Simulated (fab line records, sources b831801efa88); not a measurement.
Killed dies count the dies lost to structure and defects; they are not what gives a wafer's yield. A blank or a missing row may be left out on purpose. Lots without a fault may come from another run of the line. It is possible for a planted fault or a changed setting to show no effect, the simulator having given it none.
2 desks, one fault :: flow gf180mcu :: only its own numbers are on each desk; what lay behind them is given at the end

AT THE METROLOGY DESK
What the gauges read for every lot (on any tool): the sampled wafers with a number, averaged. Any lot whose mean is over 4 standard deviations away from the usual mean is out of limits and marked OUT; that distance is given in the brackets.
Columns: A = MIM_ALCU_RS at GF_MIM_RS_MEAS_10, usual 0.1602 ohm/sq; B = MIM_ALCU_THK at GF_MIM_THK_MEAS_11, usual 197.7 nm
lot: L728
first seen here: day 24 12:55
A: 0.1566
B: 201.7

lot: L729
first seen here: day 24 21:02
A: 0.1615
B: 195.9

lot: L731
first seen here: day 25 19:29
A: 0.1619
B: 196.6

lot: L732
first seen here: day 26 02:49
A: 0.1583
B: 200.0

lot: L734
first seen here: day 26 11:25
A: 0.1589
B: 200.3

lot: L733
first seen here: day 26 12:28
A: 0.1617
B: 196.3

lot: L742
first seen here: day 28 17:52
A: 0.1615
B: 196.0

lot: L745
first seen here: day 29 19:36
A: 0.1655
B: 190.6

lot: L746
first seen here: day 30 03:56
A: 0.1636
B: 193.2

lot: L748
first seen here: day 30 21:24
A: 0.1597
B: 199.0
This desk's finding: nothing out of limits on any of the 10 lots.

DESK OF THE TOOL OWNER: pvd sputter-02
The tool's own readings at GF_MIM_SPUTTER_08 (material AlCu, target thk 200 nm, time 10.6 s): means of the sampled wafers that have a number, for each lot that ran on this tool. Any lot whose mean is over 4 standard deviations away from the usual mean is out of limits and marked OUT; that distance is given in the brackets.
Columns: A = throttle valve pct at GF_MIM_SPUTTER_08, usual 29.2 %
lot: L729
first seen here: day 24 20:57
A: 29.2

lot: L731
first seen here: day 25 19:23
A: 29.2

lot: L734
first seen here: day 26 11:22
A: 28.5

lot: L733
first seen here: day 26 12:23
A: 29.1

lot: L745
first seen here: day 29 19:30
A: 29.3

lot: L746
first seen here: day 30 03:51
A: 29.2
This desk's finding: nothing out of limits on any of the 6 lots.

PUT TOGETHER
From the metrology desk's view, nothing was out of limits.
The tool owner's desk saw nothing out of limits.

WHAT THE SIMULATOR HAD PUT IN
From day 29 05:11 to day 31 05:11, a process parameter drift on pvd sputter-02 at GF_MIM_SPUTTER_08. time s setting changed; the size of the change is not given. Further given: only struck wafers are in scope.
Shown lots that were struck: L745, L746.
